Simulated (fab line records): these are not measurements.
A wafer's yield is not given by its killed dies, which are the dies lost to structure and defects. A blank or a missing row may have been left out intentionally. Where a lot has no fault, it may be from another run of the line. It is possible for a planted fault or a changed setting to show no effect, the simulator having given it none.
Which of the tools did it? ; flow gf180mcu ; 42 wafers from 14 lots sampled at 4 of the route's 602 steps

## WHAT EACH GAUGE READ, for each wafer
GF_V5_CD_MEAS_14: the cd target is 260 nm. Usual: cdNm at 259.9 nm, with a standard deviation of 1.4.
lot;measured;on;cdNm (nm);flag
L397;day 28 02:59;cdSem-02;260.8 260.3 260.8;
L398;day 28 12:20;cdSem-02;260.3 259.6 260.8;
L400;day 29 03:13;cdSem-01;258.5 259.8 257.7;
L403;day 29 19:03;cdSem-01;261.8 263.3 262.8;
L404;day 30 09:41;cdSem-02;259.6 258.3 257.8;
L405;day 30 10:28;cdSem-02;259.9 259.6 260.7;
L406;day 30 18:49;cdSem-02;258.8 260.0 259.0;
L408;day 31 10:41;cdSem-02;258.7 259.0 260.5;
L412;day 32 05:52;cdSem-01;260.1 260.6 260.2;
L414;day 32 20:15;cdSem-01;262.3 261.6 260.9;
L415;day 32 22:06;cdSem-02;259.6 258.4 259.7;
L417;day 33 06:43;cdSem-01;261.8 260.9 261.6;
L418;day 33 15:10;cdSem-02;260.3 260.1 260.9;
L420;day 34 03:24;cdSem-02;259.9 259.8 259.0;

GF_PASSIVATION_THK_MEAS_01. Usual: PASSIVATION_CVD_00_THK typically reads 1005 nm, with standard deviation 12.
lot;measured;on;PASSIVATION_CVD_00_THK (nm);flag
L397;day 29 01:53;filmMetro-03;982 991 1013;
L398;day 29 10:01;filmMetro-01;1024 1021 1012;
L400;day 30 01:19;filmMetro-04;1011 1013 1020;
L403;day 30 17:19;filmMetro-01;1001 1006 997;
L404;day 31 06:42;filmMetro-03;1003 1028 1031;
L405;day 31 07:41;filmMetro-03;987 1001 1012;
L406;day 31 15:34;filmMetro-01;1007 1006 1021;
L408;day 32 07:03;filmMetro-03;1008 1025 1023;
L412;day 33 01:39;filmMetro-04;991 1003 1022;
L414;day 33 14:58;filmMetro-04;1007 1005 1008;
L415;day 33 17:29;filmMetro-03;994 1013 1012;
L417;day 34 01:19;filmMetro-01;995 1003 1003;
L418;day 34 09:38;filmMetro-03;1004 1016 1012;
L420;day 34 19:44;filmMetro-03;997 1007 1023;

## TOOL THAT RAN EACH LOT (tool first, then ch and the chambers of the sampled wafers, then the start)
lot;GF_LVPWELL_STRIP_10;GF_TOP_METAL_SPUTTER_04
L397;plasmaAsher-01 ch 0,1, day 4 06:52;pvdSputter-01, day 28 04:42
L398;plasmaAsher-03 ch 0,1, day 4 07:15;pvdSputter-01, day 28 13:59
L400;plasmaAsher-03 ch 0,1, day 4 22:04;pvdSputter-01, day 29 04:56
L403;plasmaAsher-03 ch 0,1, day 5 10:49;pvdSputter-02, day 29 20:50
L404;plasmaAsher-01 ch 0,1, day 5 16:07;pvdSputter-02, day 30 11:25
L405;plasmaAsher-03 ch 0,1, day 5 20:01;pvdSputter-02, day 30 12:11
L406;plasmaAsher-03 ch 1, day 6 03:40;pvdSputter-04, day 30 20:34
L408;plasmaAsher-03 ch 0,1, day 6 13:16;pvdSputter-01, day 31 12:23
L412;plasmaAsher-01 ch 0,1, day 7 10:04;pvdSputter-01, day 32 07:35
L414;plasmaAsher-02 ch 0,1, day 7 23:04;pvdSputter-04, day 32 21:59
L415;plasmaAsher-02 ch 0,1, day 8 05:12;pvdSputter-04, day 33 00:10
L417;plasmaAsher-02 ch 0,1, day 8 16:49;pvdSputter-04, day 33 08:33
L418;plasmaAsher-02 ch 0,1, day 8 21:01;pvdSputter-02, day 33 17:08
L420;plasmaAsher-02 ch 0,1, day 9 10:41;pvdSputter-02, day 34 05:08
- GF_LVPWELL_STRIP_10: strips in O2/N2.
- GF_TOP_METAL_SPUTTER_04: material TiN, target thk 25 nm, time 20.8 s.

## WHAT THE TOOLS THEMSELVES READ (means of the sampled wafers that have a number; where no wafer has one, the mark that the record gives instead)
GF_LVPWELL_STRIP_10. Usual: drypumpMotorCurrentA 5.6 A, standard deviation 0.41; heaterPowerW 322 W, standard deviation 10; oesProductAu 0.722 a.u., standard deviation 0.0044; stripTimeToEndpointS 36.98 s, standard deviation 0.12.
lot;tool;drypumpMotorCurrentA (A);heaterPowerW (W);oesProductAu (a.u.);stripTimeToEndpointS (s);flag
L397;plasmaAsher-01;5.7;316;0.722;37.04;
L398;plasmaAsher-03;5.9;326;0.723;37.16;
L400;plasmaAsher-03;5.5;313;0.723;37.12;
L403;plasmaAsher-03;5.9;324;0.720;36.87;
L404;plasmaAsher-01;5.7;320;0.721;37.05;
L405;plasmaAsher-03;5.9;326;0.722;37.05;
L406;plasmaAsher-03;5.2;312;0.725;37.00;
L408;plasmaAsher-03;5.9;325;0.720;37.12;
L412;plasmaAsher-01;5.4;321;0.722;36.97;
L414;plasmaAsher-02;5.5;328;0.723;37.02;
L415;plasmaAsher-02;5.5;330;0.725;37.12;
L417;plasmaAsher-02;5.5;329;0.721;36.86;
L418;plasmaAsher-02;5.3;334;0.719;37.06;
L420;plasmaAsher-02;5.5;328;0.719;37.04;

GF_TOP_METAL_SPUTTER_04. Usual: throttleValvePct at 29.8 %, with a standard deviation of 0.85.
lot;tool;throttleValvePct (%);flag
L397;pvdSputter-01;30.5;
L398;pvdSputter-01;30.4;
L400;pvdSputter-01;30.2;
L403;pvdSputter-02;29.9;
L404;pvdSputter-02;30.1;
L405;pvdSputter-02;30.3;
L406;pvdSputter-04;28.5;
L408;pvdSputter-01;30.0;
L412;pvdSputter-01;30.6;
L414;pvdSputter-04;29.1;
L415;pvdSputter-04;30.2;
L417;pvdSputter-04;29.4;
L418;pvdSputter-02;30.1;
L420;pvdSputter-02;29.9;

## THE ANSWER, worked out from the rows above alone
Rule: a lot counts as off when the mean over its wafers that have a number is more than 3 standard deviations away from the usual mean. A lot without any number at a reading at which 4 lots or more have one is off too. Any other lot the step has rows for is counted as sound. After the gauges, taken in route order, come the tools' own readings; for these a lot's mean is taken, as printed above. At the first step where some lot is off, the reading lying furthest off is the one used; lots without a number count as furthest.
Nothing can be told from this: no lot is off at any reading shown.

## WHAT THE SIMULATOR HAD PUT IN
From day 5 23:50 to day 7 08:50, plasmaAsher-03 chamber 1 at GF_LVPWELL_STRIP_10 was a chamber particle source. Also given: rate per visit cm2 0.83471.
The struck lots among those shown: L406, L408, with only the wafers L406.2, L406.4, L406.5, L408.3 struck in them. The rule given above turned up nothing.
